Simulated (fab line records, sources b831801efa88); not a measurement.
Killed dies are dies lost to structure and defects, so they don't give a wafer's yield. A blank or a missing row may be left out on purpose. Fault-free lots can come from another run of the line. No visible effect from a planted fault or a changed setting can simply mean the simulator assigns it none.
Matching of chambers / flow gf180mcu / 3 sister chambers for GF_CONTACT_CVD_02 on pecvd-01
The step deposits SiO2 from TEOS, target thk 860 nm, time 95.992 s. 3 wafers are shown with their chamber, then 7 later ones without.

## EACH WAFER AND ITS CHAMBER
wafer=L627.3; chamber=1; rfFwdPowerW (W)=599.0
wafer=L629.3; chamber=0; rfFwdPowerW (W)=596.6
wafer=L629.5; chamber=2; rfFwdPowerW (W)=598.1

## WAFERS MISSING THEIR CHAMBER
wafer=L629.6; rfFwdPowerW (W)=597.1
wafer=L638.2; rfFwdPowerW (W)=592.6
wafer=L638.4; rfFwdPowerW (W)=594.4
wafer=L638.6; rfFwdPowerW (W)=599.5
wafer=L640.3; rfFwdPowerW (W)=597.2
wafer=L640.5; rfFwdPowerW (W)=597.2
wafer=L640.6; rfFwdPowerW (W)=597.1

## THE CHAMBER EACH PASSED THROUGH
wafer=L629.6; from the rows above=can't be placed: 0 or 2 or 1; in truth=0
wafer=L638.2; from the rows above=can't be placed: 0 or 2 or 1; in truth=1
wafer=L638.4; from the rows above=can't be placed: 0 or 2 or 1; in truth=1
wafer=L638.6; from the rows above=can't be placed: 1 or 2 or 0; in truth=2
wafer=L640.3; from the rows above=can't be placed: 0 or 2 or 1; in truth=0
wafer=L640.5; from the rows above=can't be placed: 0 or 2 or 1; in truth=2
wafer=L640.6; from the rows above=can't be placed: 0 or 2 or 1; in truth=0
Correctly placed: 0 of 7. From these rows, 7 cannot be placed; in 7 the true chamber is one of the candidates. 0 placed wrongly.
How it was worked out, from the rows above alone: a wafer's distance from a chamber is the root of the sum, over the readings, of the square of ((its reading less the chamber's mean) divided by the reading's scatter). If the next closest chamber is less than 2 further off than the closest, the wafer can't be placed; otherwise it belongs to the closest. For every chamber, the mean is computed from those of its wafers that are shown. The scatter: with one shown wafer a chamber, the root of the mean of the squares of how far each hidden wafer lies from its nearest shown one.
